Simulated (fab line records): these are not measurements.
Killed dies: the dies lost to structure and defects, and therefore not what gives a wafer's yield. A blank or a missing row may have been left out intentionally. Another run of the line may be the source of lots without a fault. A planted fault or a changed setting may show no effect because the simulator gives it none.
Chamber matching / flow sky130 / 4 sister chambers for SKY_FIELD_ISO_ETCH_17 on rie si-01
The step etches Si in HBr/Cl2/O2, target depth 342 nm, time 97.7 s. 4 wafers are shown with their chamber, then 9 later ones without.

== WAFERS PAIRED WITH THEIR CHAMBERS ==
wafer=L148.3; chamber=2; drypump motor current A (A)=5.8
wafer=L153.5; chamber=1; drypump motor current A (A)=5.6
wafer=L155.3; chamber=0; drypump motor current A (A)=4.9
wafer=L155.6; chamber=3; drypump motor current A (A)=5.6

== WAFERS WHOSE CHAMBER IS MISSING ==
wafer=L159.1; drypump motor current A (A)=5.8
wafer=L159.3; drypump motor current A (A)=5.6
wafer=L159.5; drypump motor current A (A)=5.9
wafer=L160.1; drypump motor current A (A)=5.8
wafer=L160.3; drypump motor current A (A)=4.9
wafer=L160.6; drypump motor current A (A)=5.7
wafer=L165.1; drypump motor current A (A)=4.9
wafer=L165.2; drypump motor current A (A)=5.6
wafer=L165.3; drypump motor current A (A)=5.8

== EACH ONE'S CHAMBER ==
wafer=L159.1; from the rows above=2; in truth=2
wafer=L159.3; from the rows above=can't be placed: 1 or 3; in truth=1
wafer=L159.5; from the rows above=2; in truth=2
wafer=L160.1; from the rows above=2; in truth=2
wafer=L160.3; from the rows above=0; in truth=0
wafer=L160.6; from the rows above=can't be placed: 2 or 1 or 3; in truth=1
wafer=L165.1; from the rows above=0; in truth=0
wafer=L165.2; from the rows above=can't be placed: 1 or 3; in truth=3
wafer=L165.3; from the rows above=2; in truth=2
Placed correctly: 6 of 9. Not placeable from these rows: 3 (in 3, the candidates include the true chamber). Number placed wrongly: 0.
How it was worked out, from the rows above alone: a wafer's distance from a chamber is the root of the sum, over the readings, of the square of ((its reading less the chamber's mean) divided by the reading's scatter). The wafer belongs to the nearest chamber; if the next one is less than 2 further off, it can't be placed. For every chamber, the mean is computed from those of its wafers that are shown. The scatter (one wafer shown for each chamber): square how far every hidden wafer sits from the nearest shown wafer, average those squares and take the square root.
